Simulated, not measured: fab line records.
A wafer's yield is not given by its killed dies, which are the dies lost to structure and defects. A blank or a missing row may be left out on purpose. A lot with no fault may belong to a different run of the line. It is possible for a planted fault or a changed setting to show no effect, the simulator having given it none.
fab line records	flow sky130
[record] lots = 12	wafers = 33	last-day = 50
route steps=708 shown LDD_N@253 POLY_CUT@315 SD_P@328
lots that met no fault: from a run of the same line without faults
start-h: the number of hours between the record's first day and the start of the first shown wafer of the lot	wait-h: how many hours have passed since the lot's step before this one	" identical to the entry in the row above	L1.1+2: one row covering several wafers at once	- either no value or no given start	* or withheld: withheld	< > ~ a bound
route shown NAME@n: NAME is a module with steps in the file, n the number in the route of the first one	usual: average and standard deviation across the fault-free wafers	same: alike in all rows	chamber/n: place in a boat	sites: the reading at each site	_std_site: how widely they spread, as a standard deviation	_edge_site: mean of outer sites minus mean of inner sites	radius-mm: how far each site lies from the wafer's centre	mask NAME#n: copy n	behind: the most recent tool/chamber to have shaped the wafer	hold: why the lot was held/for how many hours/how that ended	device: whichever transistor did not switch (one of n, p or np)	end of line: the same wafers' tests at the end of the route	where a step has no rows: the recipe by itself	killed: dies that structure and defects cost at the first sort, which is not the same as the wafer's yield	map: dies across one wafer; x = killed, . = not, _ = none there
set.NAME: setting as actually run; set.NAME@STEP: the setting as run at that earlier step	model.NAME: the simulator's own value behind a step, which no gauge read
one table for each step of the route and one row for each wafer, over a sample of lots
services: a tool's chamber out of use, with start hour (start-h, from the record's first day; less than 0 if before it), hours out, and reason
[[steps]]
[step SKY_LDD_N_STRIP_16]
[recipe] chemistry = O2/N2	power-w = 1400	pressure-mtorr = 1500	platen-temp-c = withheld	o2-flow-sccm = 3000	n2-flow-sccm = 300	overash-fraction = 0.5
[usual] drypump-motor-current-A = 5.9/0.39	o2-flow-sccm = 2999/9.5	oes-product-au = 0.407/0.0047	strip-time-to-endpoint-s = 4.315/0.016
lot.wafer	tool	chamber	start-h	wait-h	drypump-motor-current-A	o2-flow-sccm	oes-product-au	rf-hours-counter-h	strip-time-to-endpoint-s
L197.1	plasma-asher-04	1	413.91	0.1	5.4	2994	0.407	23	4.338
L197.5	"	0	"	"	6.6	3010	0.407	-	4.341
L197.6	"	1	"	"	5.4	3005	0.406	-	4.354
L198.3	plasma-asher-04	1	414.55	0.1	5.4	3003	0.408	-	4.283
L198.4	"	0	"	"	6.6	3008	0.406	-	4.297
L198.5	"	0	"	"	6.6	3004	0.413	-	4.300
L196.2	plasma-asher-03	1	415.03	0.1	5.6	2994	0.399	74	4.310
L196.3	"	0	"	"	6.0	3004	0.403	-	4.289
L196.6	"	1	"	"	5.6	2995	0.404	-	4.303
L199.1	plasma-asher-01	1	446.68	0.1	5.9	3011	0.404	64	4.309
L199.3	"	1	"	"	5.9	3003	0.404	-	4.303
L199.6	"	0	"	"	5.7	3012	0.415	-	4.312
L202.1	plasma-asher-04	0	484.53	0.1	6.6	2996	0.404	30	4.322
L202.3	"	1	"	"	5.4	3012	0.404	-	4.323
L202.6	"	0	"	"	6.6	3017	0.413	-	4.333
L206.1	plasma-asher-03	0	510.68	0.1	6.0	3001	0.408	8	4.338
L206.6	"	0	"	"	6.1	2982	0.405	-	4.312
L210.4	plasma-asher-03	0	536.57	0.1	6.0	3003	0.399	-	4.316
L210.6	"	0	"	"	6.0	3004	0.411	-	4.317
L209.5	plasma-asher-01	1	539.55	0.1	5.9	3004	0.402	-	4.335
L209.6	"	0	"	"	5.7	2981	0.412	-	4.312
L214.3	plasma-asher-01	0	564.35	0.1	5.7	2985	0.410	-	4.312
L214.4	"	1	"	"	5.9	2990	0.407	-	4.318
L214.5	"	1	"	"	5.9	2977	0.401	-	4.328
L215.2	plasma-asher-01	0	566.93	0.1	5.7	3003	0.408	76	4.316
L215.4	"	0	"	"	5.7	3000	0.408	-	4.316
L215.6	"	0	"	"	5.7	2997	0.401	-	4.330
L217.2	plasma-asher-03	1	588.76	0.1	5.6	2996	0.399	15	4.335
L217.3	"	1	"	"	5.6	2997	0.402	-	4.317
L217.6	"	1	"	"	5.6	2987	0.411	-	4.338
L218.3	plasma-asher-04	1	597.71	0.1	5.4	2990	0.405	-	4.330
L218.4	"	0	"	"	6.6	2983	0.406	-	4.304
L218.5	"	1	"	"	5.4	2982	0.405	-	4.288
[step SKY_POLY_CUT_CD_MEAS_08]
[recipe] target-cd-nm = 270
[usual] cd-nm = 270.5/1.7
lot.wafer	tool	chamber	start-h	wait-h	cd-nm
L197.1	cd-sem-02	-	569.78	-	269.1
L197.5	"	-	"	"	267.8
L197.6	"	-	"	"	269.3
L198.3	cd-sem-01	-	571.96	-	268.7
L198.4	"	-	"	"	266.4
L198.5	"	-	"	"	268.5
L196.2	cd-sem-01	-	573.82	-	269.8
L196.3	"	-	"	"	270.4
L196.6	"	-	"	"	268.2
L199.1	cd-sem-02	-	601.30	-	271.7
L199.3	"	-	"	"	273.5
L199.6	"	-	"	"	273.4
L202.1	cd-sem-02	-	634.68	-	273.1
L202.3	"	-	"	"	273.1
L202.6	"	-	"	"	273.2
L206.1	cd-sem-02	-	661.28	-	270.0
L206.6	"	-	"	"	270.2
L210.4	cd-sem-01	-	685.13	-	269.1
L210.6	"	-	"	"	267.8
L209.5	cd-sem-01	-	687.18	-	269.7
L209.6	"	-	"	"	270.0
L214.3	cd-sem-02	-	712.04	-	270.3
L214.4	"	-	"	"	271.0
L214.5	"	-	"	"	270.3
L215.2	cd-sem-01	-	714.79	-	267.9
L215.4	"	-	"	"	266.7
L215.6	"	-	"	"	267.5
L217.2	cd-sem-01	-	733.85	-	272.7
L217.3	"	-	"	"	274.3
L217.6	"	-	"	"	272.6
L218.3	cd-sem-01	-	741.49	-	271.1
L218.4	"	-	"	"	270.2
L218.5	"	-	"	"	270.5
[step SKY_SD_P_OVL_MEAS_08]
[usual] SD_P_OVL = -0.1/1.3
lot.wafer	tool	chamber	start-h	wait-h	SD_P_OVL[nm]
L197.1	overlay-02	-	598.85	0.1	1.4
L197.5	"	-	"	"	0.0
L197.6	"	-	"	"	-0.2
L198.3	overlay-02	-	600.82	0.1	-2.9
L198.4	"	-	"	"	-2.8
L198.5	"	-	"	"	-3.0
L196.2	overlay-02	-	602.34	0.1	-2.1
L196.3	"	-	"	"	-1.0
L196.6	"	-	"	"	-1.2
L199.1	overlay-01	-	630.16	0.1	-0.6
L199.3	"	-	"	"	-0.6
L199.6	"	-	"	"	0.0
L202.1	overlay-01	-	664.01	0.1	-0.6
L202.3	"	-	"	"	-0.1
L202.6	"	-	"	"	0.7
L206.1	overlay-02	-	690.45	0.1	-1.2
L206.6	"	-	"	"	-0.5
L210.4	overlay-01	-	713.01	0.1	0.8
L210.6	"	-	"	"	-1.3
L209.5	overlay-01	-	716.01	0.0	0.6
L209.6	"	-	"	"	2.4
L214.3	overlay-02	-	739.07	0.1	0.0
L214.4	"	-	"	"	-0.8
L214.5	"	-	"	"	-0.6
L215.2	overlay-02	-	742.12	0.1	0.3
L215.4	"	-	"	"	1.1
L215.6	"	-	"	"	-1.1
L217.2	overlay-01	-	761.15	0.1	-0.7
L217.3	"	-	"	"	0.1
L217.6	"	-	"	"	0.7
L218.3	overlay-02	-	770.50	0.1	-1.1
L218.4	"	-	"	"	-0.3
L218.5	"	-	"	"	-1.1
[step SKY_SD_P_IMPLANT_09]
[recipe] species = BF2	energy-kev = 20	dose-cm2 = 3e+15	tilt-deg = 0
[usual] faraday-current-uA = 11761/850
lot.wafer	tool	chamber	start-h	wait-h	faraday-current-uA
L197.1	implanter-02	0	598.88	0.0	11115
L197.5	"	0	"	"	10891
L197.6	"	0	"	"	11152
L198.3	implanter-02	0	600.90	0.1	11468
L198.4	"	0	"	"	10999
L198.5	"	0	"	"	11116
L196.2	implanter-04	0	602.40	0.0	12738
L196.3	"	0	"	"	12825
L196.6	"	0	"	"	12824
L199.1	implanter-04	0	630.20	0.0	12848
L199.3	"	0	"	"	12725
L199.6	"	0	"	"	12670
L202.1	implanter-04	0	664.05	0.0	12978
L202.3	"	0	"	"	12956
L202.6	"	0	"	"	13031
L206.1	implanter-04	0	690.48	0.0	13023
L206.6	"	0	"	"	12498
L210.4	implanter-04	0	713.10	0.1	12754
L210.6	"	0	"	"	12896
L209.5	implanter-04	0	716.12	0.1	12605
L209.6	"	0	"	"	12933
L214.3	implanter-02	0	739.15	0.1	11180
L214.4	"	0	"	"	11368
L214.5	"	0	"	"	10975
L215.2	implanter-02	0	742.17	0.0	11105
L215.4	"	0	"	"	11432
L215.6	"	0	"	"	11504
L217.2	implanter-03	0	761.20	0.0	11374
L217.3	"	0	"	"	11425
L217.6	"	0	"	"	11608
L218.3	implanter-03	0	770.58	0.1	10872
L218.4	"	0	"	"	10972
L218.5	"	0	"	"	11349
[step SKY_SD_P_STRIP_10]
[recipe] chemistry = O2/N2	power-w = 1400	pressure-mtorr = 1500	platen-temp-c = withheld	o2-flow-sccm = 3000	n2-flow-sccm = 300	overash-fraction = 0.5
[usual] drypump-motor-current-A = 5.7/0.41	o2-flow-sccm = 2999/8.1	oes-product-au = 0.617/0.0036	strip-time-to-endpoint-s = 17.49/0.042
lot.wafer	tool	chamber	start-h	wait-h	drypump-motor-current-A	o2-flow-sccm	oes-product-au	rf-hours-counter-h	strip-time-to-endpoint-s
L197.1	plasma-asher-04	0	599.18	0.2	6.6	3009	0.614	42	17.45
L197.5	"	1	"	"	5.4	3002	0.621	-	17.42
L197.6	"	0	"	"	6.6	3005	0.620	-	17.44
L198.3	plasma-asher-01	0	601.03	0.1	5.7	2992	0.620	-	17.48
L198.4	"	1	"	"	5.9	2994	0.611	-	17.42
L198.5	"	0	"	"	5.7	2988	0.613	-	17.47
L196.2	plasma-asher-02	1	602.52	0.1	5.4	3001	0.613	92	17.51
L196.3	"	1	"	"	5.4	2996	0.612	-	17.51
L196.6	"	1	"	"	5.5	2999	0.617	-	17.50
L199.1	plasma-asher-01	0	630.35	0.1	5.7	3008	0.619	82	17.52
L199.3	"	1	"	"	5.9	3005	0.620	-	17.48
L199.6	"	1	"	"	5.9	3001	0.623	-	17.51
L202.1	plasma-asher-04	0	664.20	0.1	6.6	2986	0.617	49	17.48
L202.3	"	1	"	"	5.4	3003	0.612	-	17.40
L202.6	"	1	"	"	5.4	2995	0.609	-	17.46
L206.1	plasma-asher-02	0	690.63	0.1	5.3	3002	0.619	100	17.53
L206.6	"	1	"	"	5.5	2995	0.621	-	17.27
L210.4	plasma-asher-02	1	713.21	0.1	5.5	2998	0.615	-	17.29
L210.6	"	0	"	"	5.3	3010	0.625	-	17.31
L209.5	plasma-asher-01	1	716.24	0.1	5.9	3000	0.619	-	17.52
L209.6	"	0	"	"	5.7	3000	0.618	-	17.25
L214.3	plasma-asher-01	1	739.28	0.1	5.9	2989	0.613	-	17.54
L214.4	"	0	"	"	5.7	2992	0.620	-	17.56
L214.5	"	0	"	"	5.7	2993	0.614	-	17.56
L215.2	plasma-asher-04	0	742.30	0.1	6.6	2992	0.613	56	17.48
L215.4	"	0	"	"	6.6	2995	0.620	-	17.51
L215.6	"	0	"	"	6.6	2983	0.618	-	17.48
L217.2	plasma-asher-01	1	761.33	0.1	5.9	3001	0.620	97	17.47
L217.3	"	1	"	"	5.9	2991	0.621	-	17.49
L217.6	"	1	"	"	5.9	3001	0.614	-	17.47
L218.3	plasma-asher-04	0	770.71	0.1	6.6	3003	0.617	-	17.44
L218.4	"	1	"	"	5.4	2997	0.619	-	17.45
L218.5	"	0	"	"	6.6	3005	0.610	-	17.42
[step SKY_SD_N_RS_MEAS_17]
[recipe] thk-meas-gauge = four-point-probe
[usual] SD_P_RS = 147.1/0.45
lot.wafer	tool	chamber	start-h	wait-h	SD_P_RS[ohm/sq]
L197.1	film-metro-01	-	658.50	0.1	147.6
L197.5	"	-	"	"	147.3
L197.6	"	-	"	"	147.5
L198.3	film-metro-02	-	659.96	0.1	146.8
L198.4	"	-	"	"	147.0
L198.5	"	-	"	"	146.8
L196.2	film-metro-02	-	661.32	0.1	147.6
L196.3	"	-	"	"	147.3
L196.6	"	-	"	"	147.1
L199.1	film-metro-01	-	688.24	0.1	147.8
L199.3	"	-	"	"	147.5
L199.6	"	-	"	"	147.4
L202.1	film-metro-01	-	721.86	0.1	147.2
L202.3	"	-	"	"	146.9
L202.6	"	-	"	"	146.8
L206.1	film-metro-04	-	748.19	0.1	146.7
L206.6	"	-	"	"	148.4
L210.4	film-metro-01	-	769.01	0.1	148.8
L210.6	"	-	"	"	148.9
L209.5	film-metro-02	-	772.32	0.1	146.8
L209.6	"	-	"	"	148.9
L214.3	film-metro-02	-	794.34	0.1	147.1
L214.4	"	-	"	"	146.7
L214.5	"	-	"	"	146.6
L215.2	film-metro-02	-	798.08	0.1	146.7
L215.4	"	-	"	"	147.2
L215.6	"	-	"	"	147.0
L217.2	film-metro-04	-	816.31	0.1	147.6
L217.3	"	-	"	"	147.4
L217.6	"	-	"	"	146.6
L218.3	film-metro-04	-	824.63	0.1	147.4
L218.4	"	-	"	"	147.9
L218.5	"	-	"	"	147.6
[[services]]
tool	chamber	start-h	hours	kind
implanter-02	-	391.47	6.0	repair
plasma-asher-04	-	417.84	1.1	repair
implanter-04	-	418.39	7.2	repair
plasma-asher-03	-	421.25	9.0	pm
plasma-asher-03	0	421.25	9.0	vent-cycle
plasma-asher-03	1	421.25	9.0	vent-cycle
implanter-03	-	431.04	2.7	repair
implanter-02	-	455.97	4.7	repair
implanter-03	-	464.32	1.6	repair
plasma-asher-01	-	477.47	1.2	repair
implanter-02	-	505.58	1.1	repair
plasma-asher-03	-	516.59	2.8	pm
implanter-04	-	592.82	1.1	repair
plasma-asher-01	-	608.61	1.0	repair
implanter-03	-	628.94	1.4	repair
implanter-03	-	652.18	2.7	repair
plasma-asher-02	-	657.29	1.4	repair
implanter-03	-	671.24	2.1	repair
plasma-asher-04	-	688.12	7.9	repair
implanter-03	-	699.19	3.1	pm
plasma-asher-03	-	714.82	41.4	repair
implanter-04	-	718.18	3.3	repair
implanter-03	-	725.31	3.4	repair
plasma-asher-02	-	733.75	9.0	pm
[[key]]
[first-sign] step = SKY_SD_P_STRIP_10	reading = strip-time-to-endpoint-s	direction = down	sigmas = 5.1	usual = *	struck = *
[effect] step = SKY_SD_N_RS_MEAS_17	reading = SD_P_RS	direction = up	sigmas = 3.7	usual = 147.1	struck = 148.7
met-at SKY_SD_P_IMPLANT_09
struck-lots L206,L209,L210
struck-wafers L206.6,L209.6,L210.4,L210.6
tester-left-out L206,L209,L210
not-acting-at SKY_LDD_N_STRIP_16,SKY_POLY_CUT_CD_MEAS_08,SKY_SD_P_OVL_MEAS_08
onset-between 664.05 690.48
[fault] kind = process-parameter-drift	tool = implanter-04	chamber = -	onset-h = 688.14	steps = SKY_SD_P_IMPLANT_09	channel = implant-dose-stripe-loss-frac	offset = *	shape = step	end-h = 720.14	scope = struck-wafers-only
// tester-left-out: of these lots the tester's yield and bins aren't shown, on N5 and GAA mostly nor the transistor test; their killed dies are dies lost to structure and defects alone, not to doping, threshold or leakage, so they don't give the yield
